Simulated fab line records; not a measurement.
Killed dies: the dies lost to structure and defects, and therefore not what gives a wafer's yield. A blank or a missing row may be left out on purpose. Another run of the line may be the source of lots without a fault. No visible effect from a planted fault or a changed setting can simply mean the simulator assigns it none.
Which tool did it? -- flow gf180mcu -- 36 wafers from 12 lots sampled at 6 of the route's 602 steps

WHAT EACH GAUGE READ, for each wafer
GF_MVSD_OVL_MEAS_07. Usual: MVSD_OVL 0.7 nm, standard deviation 1.5.
lot,measured,on,MVSD_OVL (nm),flag
L839,day 4 10:41,overlay-01,0.1 1.1 0.4,
L840,day 4 16:32,overlay-01,1.9 0.9 0.4,
L843,day 5 12:05,overlay-02,-1.0 0.0 0.7,
L844,day 5 22:59,overlay-02,1.2 1.3 1.3,
L845,day 5 23:32,overlay-02,-0.3 -0.1 0.1,
L846,day 6 00:28,overlay-01,1.3 -1.3 -1.0,
L850,day 7 05:55,overlay-01,-0.1 0.5 -1.4,
L852,day 7 18:37,overlay-02,0.9 0.1 0.1,
L857,day 9 00:32,overlay-02,2.4 1.3 0.8,
L859,day 9 05:16,overlay-01,2.0 3.4 1.9,
L858,day 9 06:20,overlay-02,1.8 1.6 1.4,
L862,day 10 01:59,overlay-02,1.1 -1.7 -1.2,

GF_MVPSD_OVL_MEAS_07. Usual: MVPSD_OVL 0.0 nm, standard deviation 1.6.
lot,measured,on,MVPSD_OVL (nm),flag
L839,day 5 01:02,overlay-01,-1.7 -0.8 0.0,
L840,day 5 06:30,overlay-02,0.7 1.8 0.6,
L843,day 6 00:35,overlay-02,-1.1 -1.5 -2.7,
L844,day 6 14:10,overlay-02,1.0 1.7 1.2,
L845,day 6 14:41,overlay-02,-2.2 -3.1 -2.2,
L846,day 6 15:36,overlay-02,-0.9 -1.2 0.2,
L850,day 7 21:34,overlay-01,-0.8 0.1 -0.5,
L852,day 8 10:38,overlay-02,0.3 0.6 -0.1,
L857,day 9 17:55,overlay-01,-1.5 0.1 -0.7,
L859,day 9 23:02,overlay-01,2.1 -0.6 -0.7,
L858,day 10 00:20,overlay-02,3.7 2.2 0.9,
L862,day 10 20:06,overlay-01,-1.7 -1.3 -2.0,

GF_VT_IMPLANT_OVL_MEAS_18. Usual: VT_IMPLANT_01_OVL 0.0 nm, standard deviation 1.2.
lot,measured,on,VT_IMPLANT_01_OVL (nm),flag
L839,day 6 02:16,overlay-02,1.2 1.0 0.4,
L840,day 6 12:08,overlay-01,0.0 -0.1 0.3,
L843,day 7 06:46,overlay-01,1.1 1.3 0.6,
L844,day 7 21:13,overlay-02,-0.5 -2.2 -1.4,
L845,day 7 21:44,overlay-02,-0.4 1.1 0.0,
L846,day 7 22:19,overlay-01,0.2 0.5 -0.5,
L850,day 9 07:41,overlay-02,-1.8 -0.8 -1.3,
L852,day 9 20:52,overlay-01,2.2 1.0 1.7,
L857,day 11 06:44,overlay-01,0.9 0.6 0.7,
L859,day 11 11:32,overlay-02,-0.5 -1.7 -0.6,
L858,day 11 12:25,overlay-01,0.0 -0.3 0.5,
L862,day 12 09:40,overlay-02,1.7 0.8 2.3,

GF_VT_IMPLANT_TW_MEAS_43. Usual: VT_IMPLANT_4_TW 690, standard deviation 6.5.
lot,measured,on,VT_IMPLANT_4_TW,flag
L839,day 7 08:52,filmMetro-04,692 689 695,
L840,day 7 19:13,filmMetro-01,694 695 696,
L843,day 8 15:34,filmMetro-01,694 692 694,
L844,day 9 07:41,filmMetro-02,686 686 684,
L845,day 9 08:13,filmMetro-02,688 685 685,
L846,day 9 08:16,filmMetro-04,693 694 696,
L850,day 10 18:57,filmMetro-01,413 411 413,OFF
L852,day 11 09:52,filmMetro-04,696 693 692,
L857,day 12 21:04,filmMetro-04,695 694 693,
L859,day 13 02:36,filmMetro-04,694 698 695,
L858,day 13 03:29,filmMetro-04,698 692 691,
L862,day 14 02:31,filmMetro-04,695 695 695,

WHAT TOOL EACH LOT RAN ON (gives the tool, then ch and the chambers of the sampled wafers, and finally the start)
lot,GF_VT_IMPLANT_STRIP_31,GF_VT_IMPLANT_STRIP_42
L839,"plasmaAsher-03 ch 0,1, day 6 17:17","plasmaAsher-01 ch 0,1, day 7 08:46"
L840,"plasmaAsher-03 ch 0,1, day 7 03:55","plasmaAsher-04 ch 0,1, day 7 19:06"
L843,"plasmaAsher-03 ch 0,1, day 7 22:49","plasmaAsher-03 ch 0,1, day 8 15:28"
L844,"plasmaAsher-03 ch 0,1, day 8 14:06","plasmaAsher-04 ch 0,1, day 9 07:36"
L845,"plasmaAsher-01 ch 0,1, day 8 14:38","plasmaAsher-04 ch 0,1, day 9 08:07"
L846,"plasmaAsher-04 ch 0,1, day 8 14:54","plasmaAsher-01 ch 0,1, day 9 08:10"
L850,"plasmaAsher-03 ch 0,1, day 10 01:20","plasmaAsher-01 ch 0,1, day 10 18:50"
L852,"plasmaAsher-01 ch 0,1, day 10 14:35","plasmaAsher-04 ch 0,1, day 11 09:46"
L857,"plasmaAsher-04 ch 0,1, day 12 01:31","plasmaAsher-01 ch 0,1, day 12 20:58"
L859,"plasmaAsher-03 ch 0,1, day 12 06:41","plasmaAsher-03 ch 0,1, day 13 02:31"
L858,"plasmaAsher-04 ch 0,1, day 12 07:54","plasmaAsher-01 ch 0,1, day 13 03:23"
L862,"plasmaAsher-04 ch 0,1, day 13 05:38","plasmaAsher-04 ch 0,1, day 14 02:25"
- GF_VT_IMPLANT_STRIP_31: strips in O2/N2.
- GF_VT_IMPLANT_STRIP_42: strips in O2/N2.

AS READ BY THE TOOLS THEMSELVES (means over the sampled wafers that have a number; for cases with no such wafer, the mark the record gives instead)
GF_VT_IMPLANT_STRIP_31. Usual: drypumpMotorCurrentA 5.53 A, standard deviation 0.21; heaterPowerW 333 W, standard deviation 20; oesProductAu 0.716 a.u., standard deviation 0.0046; stripTimeToEndpointS 12.63 s, standard deviation 0.035.
lot,tool,drypumpMotorCurrentA (A),heaterPowerW (W),oesProductAu (a.u.),stripTimeToEndpointS (s),flag
L839,plasmaAsher-03,5.64,338,0.715,12.61,
L840,plasmaAsher-03,5.64,337,0.714,12.65,
L843,plasmaAsher-03,5.65,344,0.716,12.65,
L844,plasmaAsher-03,5.66,343,0.716,12.66,
L845,plasmaAsher-01,5.69,321,0.715,12.70,
L846,plasmaAsher-04,5.43,333,0.713,12.67,
L850,plasmaAsher-03,5.75,357,0.957,-,OFF
L852,plasmaAsher-01,5.46,318,0.719,12.57,
L857,plasmaAsher-04,5.44,330,0.715,12.62,
L859,plasmaAsher-03,5.63,340,0.717,12.68,
L858,plasmaAsher-04,5.40,322,0.718,12.64,
L862,plasmaAsher-04,5.41,320,0.716,12.64,

GF_VT_IMPLANT_STRIP_42. Usual: drypumpMotorCurrentA 5.56 A, standard deviation 0.26; heaterPowerW 331 W, standard deviation 20; oesProductAu 0.716 a.u., standard deviation 0.005; stripTimeToEndpointS 12.63 s, standard deviation 0.039.
lot,tool,drypumpMotorCurrentA (A),heaterPowerW (W),oesProductAu (a.u.),stripTimeToEndpointS (s),flag
L839,plasmaAsher-01,5.68,321,0.718,12.63,
L840,plasmaAsher-04,5.42,327,0.721,12.60,
L843,plasmaAsher-03,5.76,352,0.714,12.66,
L844,plasmaAsher-04,5.38,321,0.711,12.65,
L845,plasmaAsher-04,5.42,328,0.718,12.60,
L846,plasmaAsher-01,5.47,321,0.712,12.63,
L850,plasmaAsher-01,5.69,327,0.712,13.90,OFF
L852,plasmaAsher-04,5.41,332,0.713,12.59,
L857,plasmaAsher-01,5.70,321,0.712,12.67,
L859,plasmaAsher-03,5.63,339,0.713,12.62,
L858,plasmaAsher-01,5.69,327,0.714,12.67,
L862,plasmaAsher-04,5.42,331,0.720,12.66,

THE ANSWER, worked out from the rows above alone
Rule: lot off if the mean of its wafers having a number is beyond 3 standard deviations from the usual mean. Also off: a lot with no number at a reading for which 4 or more lots have one. The other lots that the step has rows for count as sound. The gauges are gone through in route order, then the tools' own readings, and for those a lot's mean is taken as printed above. At the first step where some lot is off, the reading lying furthest off is the one used; lots without a number count as furthest.
Off: L850, at GF_VT_IMPLANT_TW_MEAS_43 (VT_IMPLANT_4_TW).
A tool fits if, at a process step before that reading, it ran every lot that is off, and no sound lot after the first of them. The gauges at GF_VT_IMPLANT_TW_MEAS_43 aren't tried: what is off there is off at GF_VT_IMPLANT_STRIP_31 too, on other tools, and a gauge's error can't cause that. No candidate that was tried fits.

WHAT THE SIMULATOR PUT IN
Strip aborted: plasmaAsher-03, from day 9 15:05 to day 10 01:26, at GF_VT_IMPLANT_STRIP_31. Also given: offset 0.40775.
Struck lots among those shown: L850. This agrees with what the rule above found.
